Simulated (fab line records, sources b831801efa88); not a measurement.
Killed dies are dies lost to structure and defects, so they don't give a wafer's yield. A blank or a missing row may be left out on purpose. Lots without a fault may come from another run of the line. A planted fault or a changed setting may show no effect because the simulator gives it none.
Which tool did it? | flow sky130 | 12 lots, 36 wafers sampled, at 5 steps of a route of 708

WHAT THE GAUGES READ, wafer by wafer
SKY_NWELL_OVL_MEAS_23. Usual: NWELL_01_OVL 0.4 nm, standard deviation 1.9.
lot  | measured     | on         | NWELL_01_OVL (nm) | flag
L310 | day 5 17:41  | overlay-01 | 0.9 2.1 2.1       |
L311 | day 6 00:39  | overlay-02 | -1.3 -1.2 -0.3    |
L313 | day 6 06:02  | overlay-01 | 3.6 4.1 5.6       |
L314 | day 6 15:54  | overlay-01 | 0.9 2.5 1.6       |
L316 | day 7 02:26  | overlay-01 | 1.3 1.9 0.0       |
L319 | day 7 18:29  | overlay-02 | -0.4 0.3 -0.4     |
L320 | day 8 02:23  | overlay-01 | 1.7 3.0 3.4       |
L321 | day 8 09:13  | overlay-01 | 0.4 0.2 0.0       |
L324 | day 9 09:07  | overlay-01 | -0.2 -1.0 -0.3    |
L330 | day 10 23:53 | overlay-02 | -2.5 -0.4 -0.5    |
L331 | day 11 10:26 | overlay-01 | 5.6 3.8 5.1       |
L332 | day 11 16:04 | overlay-02 | -0.5 0.5 -0.8     |

SKY_VT_ADJUST_HVTR_TW_MEAS_11. Usual: VT_ADJUST_HVTR_TW 210.5, standard deviation 2.2.
lot  | measured     | on            | VT_ADJUST_HVTR_TW | flag
L310 | day 10 01:55 | film_metro-04 | 214.7 214.2 214.7 |
L311 | day 10 08:17 | film_metro-04 | 213.1 213.4 213.2 |
L313 | day 10 15:54 | film_metro-04 | 212.5 212.3 212.6 |
L314 | day 11 02:49 | film_metro-01 | 209.0 209.4 209.0 |
L316 | day 11 16:20 | film_metro-01 | 208.9 209.0 208.9 |
L319 | day 12 12:20 | film_metro-04 | 215.0 215.0 216.3 |
L320 | day 12 23:16 | film_metro-04 | 213.9 212.3 214.6 |
L321 | day 13 05:34 | film_metro-01 | 188.7 188.3 189.4 | OFF
L324 | day 14 09:04 | film_metro-01 | 186.8 186.5 187.4 | OFF
L330 | day 16 09:34 | film_metro-03 | 209.4 209.5 208.1 |
L331 | day 16 22:23 | film_metro-01 | 211.1 210.9 210.5 |
L332 | day 17 06:34 | film_metro-03 | 207.4 207.5 207.3 |

WHICH TOOL RAN EACH LOT (tool, then ch and the chambers of the sampled wafers, then the start)
lot  | SKY_NWELL_RTA_28                 | SKY_VT_ADJUST_HVTR_IMPLANT_09   | SKY_VT_ADJUST_HVTR_STRIP_10
L310 | rtp_anneal-01 ch 0, day 5 18:05  | implanter-01 ch 0, day 10 01:40 | plasma_asher-03 ch 0,1, day 10 01:49
L311 | rtp_anneal-02 ch 0, day 6 01:03  | implanter-04 ch 0, day 10 08:02 | plasma_asher-01 ch 0,1, day 10 08:11
L313 | rtp_anneal-01 ch 0, day 6 06:26  | implanter-02 ch 0, day 10 15:39 | plasma_asher-01 ch 0,1, day 10 15:48
L314 | rtp_anneal-02 ch 0, day 6 16:18  | implanter-02 ch 0, day 11 02:34 | plasma_asher-04 ch 0,1, day 11 02:43
L316 | rtp_anneal-02 ch 0, day 7 02:50  | implanter-04 ch 0, day 11 16:05 | plasma_asher-03 ch 0,1, day 11 16:14
L319 | rtp_anneal-01 ch 0, day 7 18:53  | implanter-04 ch 0, day 12 12:05 | plasma_asher-01 ch 0,1, day 12 12:14
L320 | rtp_anneal-01 ch 0, day 8 02:47  | implanter-02 ch 0, day 12 23:01 | plasma_asher-03 ch 0, day 12 23:10
L321 | rtp_anneal-02 ch 0, day 8 09:37  | implanter-02 ch 0, day 13 05:20 | plasma_asher-03 ch 0,1, day 13 05:28
L324 | rtp_anneal-01 ch 0, day 9 09:32  | implanter-02 ch 0, day 14 08:51 | plasma_asher-03 ch 0,1, day 14 08:59
L330 | rtp_anneal-02 ch 0, day 11 00:17 | implanter-04 ch 0, day 16 09:19 | plasma_asher-03 ch 0,1, day 16 09:28
L331 | rtp_anneal-02 ch 0, day 11 10:50 | implanter-01 ch 0, day 16 22:08 | plasma_asher-04 ch 0,1, day 16 22:17
L332 | rtp_anneal-01 ch 0, day 11 16:35 | implanter-04 ch 0, day 17 06:20 | plasma_asher-04 ch 0,1, day 17 06:28
- SKY_NWELL_RTA_28: time 30 s.
- SKY_VT_ADJUST_HVTR_IMPLANT_09
- SKY_VT_ADJUST_HVTR_STRIP_10: strips in O2/N2.

WHAT THE TOOLS THEMSELVES READ (means of the sampled wafers that have a number; where no wafer has one, the mark that the record gives instead)
SKY_NWELL_RTA_28. Usual: lamp_power_pct 25.30 %, standard deviation 0.052; wafer_temp_C_max 1054.8, standard deviation 0.91.
lot  | tool          | lamp_power_pct (%) | wafer_temp_C_max | flag
L310 | rtp_anneal-01 | 25.31              | 1054.3           |
L311 | rtp_anneal-02 | 25.30              | 1054.6           |
L313 | rtp_anneal-01 | 25.31              | 1054.1           |
L314 | rtp_anneal-02 | 25.31              | 1054.6           |
L316 | rtp_anneal-02 | 25.29              | 1054.6           |
L319 | rtp_anneal-01 | 25.28              | 1054.2           |
L320 | rtp_anneal-01 | 25.24              | 1054.8           |
L321 | rtp_anneal-02 | 25.36              | 1055.0           |
L324 | rtp_anneal-01 | 25.32              | 1054.2           |
L330 | rtp_anneal-02 | 25.31              | 1055.6           |
L331 | rtp_anneal-02 | 25.27              | 1055.7           |
L332 | rtp_anneal-01 | 25.35              | 1054.5           |

SKY_VT_ADJUST_HVTR_IMPLANT_09. Usual: dose_ions_cm2 2.1006e+12, standard deviation 2.1e+09; faraday_current_uA 11.86, standard deviation 0.23.
lot  | tool         | dose_ions_cm2 | faraday_current_uA | flag
L310 | implanter-01 | 2.1051e+12    | 11.85              |
L311 | implanter-04 | 2.1019e+12    | 11.94              |
L313 | implanter-02 | 2.1000e+12    | 11.88              |
L314 | implanter-02 | 2.0995e+12    | 11.66              |
L316 | implanter-04 | 2.0986e+12    | 11.69              |
L319 | implanter-04 | 2.1005e+12    | 11.94              |
L320 | implanter-02 | 2.1012e+12    | 11.85              |
L321 | implanter-02 | 1.3856e+12    | 7.76               | OFF
L324 | implanter-02 | 1.3888e+12    | 7.92               | OFF
L330 | implanter-04 | 2.1017e+12    | 11.80              |
L331 | implanter-01 | 2.1007e+12    | 11.79              |
L332 | implanter-04 | 2.0997e+12    | 11.90              |

SKY_VT_ADJUST_HVTR_STRIP_10. Usual: drypump_motor_current_A 5.94 A, standard deviation 0.27; oes_product_au 0.716 a.u., standard deviation 0.0042; strip_time_to_endpoint_s 14.18 s, standard deviation 0.043.
lot  | tool            | drypump_motor_current_A (A) | oes_product_au (a.u.) | strip_time_to_endpoint_s (s) | flag
L310 | plasma_asher-03 | 6.01                        | 0.713                 | 14.10                        |
L311 | plasma_asher-01 | 5.69                        | 0.717                 | 14.17                        |
L313 | plasma_asher-01 | 5.61                        | 0.716                 | 14.15                        |
L314 | plasma_asher-04 | 6.18                        | 0.714                 | 14.23                        |
L316 | plasma_asher-03 | 6.02                        | 0.715                 | 14.20                        |
L319 | plasma_asher-01 | 5.59                        | 0.717                 | 14.23                        |
L320 | plasma_asher-03 | 5.71                        | 0.715                 | 14.19                        |
L321 | plasma_asher-03 | 5.87                        | 0.713                 | 14.15                        |
L324 | plasma_asher-03 | 5.87                        | 0.714                 | 14.19                        |
L330 | plasma_asher-03 | 5.87                        | 0.720                 | 14.12                        |
L331 | plasma_asher-04 | 6.15                        | 0.718                 | 14.21                        |
L332 | plasma_asher-04 | 6.14                        | 0.717                 | 14.24                        |

THE ANSWER, worked out from the rows above alone
Rule: a lot is off if the mean of its wafers that have a number lies more than 3 standard deviations from the usual mean. A lot without any number at a reading at which 4 lots or more have one is off too. The other lots that the step has rows for count as sound. The gauges are gone through in route order, then the tools' own readings, and for those a lot's mean is taken as printed above. The first step at which some lot is off is used, and at that step the reading that is off furthest; a lot without a number counts as furthest.
Off: L321, L324, at SKY_VT_ADJUST_HVTR_TW_MEAS_11 (VT_ADJUST_HVTR_TW).
A tool fits if, at a process step before that reading, it ran every lot that is off, and no sound lot after the first of them. The gauges at SKY_VT_ADJUST_HVTR_TW_MEAS_11 aren't tried: what is off there is off at SKY_VT_ADJUST_HVTR_IMPLANT_09 too, on other tools, and a gauge's error can't cause that. One fits: implanter-02 at SKY_VT_ADJUST_HVTR_IMPLANT_09. Its last sound lot is L320 (day 12 23:01), its first lot that is off L321 (day 13 05:20): a fault that began between those two fits.
The tool's own readings at SKY_VT_ADJUST_HVTR_IMPLANT_09 bear it out: on the lots that are off they differ by more than 5 times the standard deviation of the sound lots' means. dose_ions_cm2 reads 1.3872e+12 there against 2.1009e+12 on the sound lots; faraday_current_uA reads 7.84 there against 11.83 on the sound lots.

WHAT THE SIMULATOR HAD PUT IN
Process parameter drift: implanter-02, from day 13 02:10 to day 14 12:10, at SKY_VT_ADJUST_HVTR_IMPLANT_09. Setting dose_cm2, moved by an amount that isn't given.
Lots struck among those shown: L321, L324. The rule above found the same.
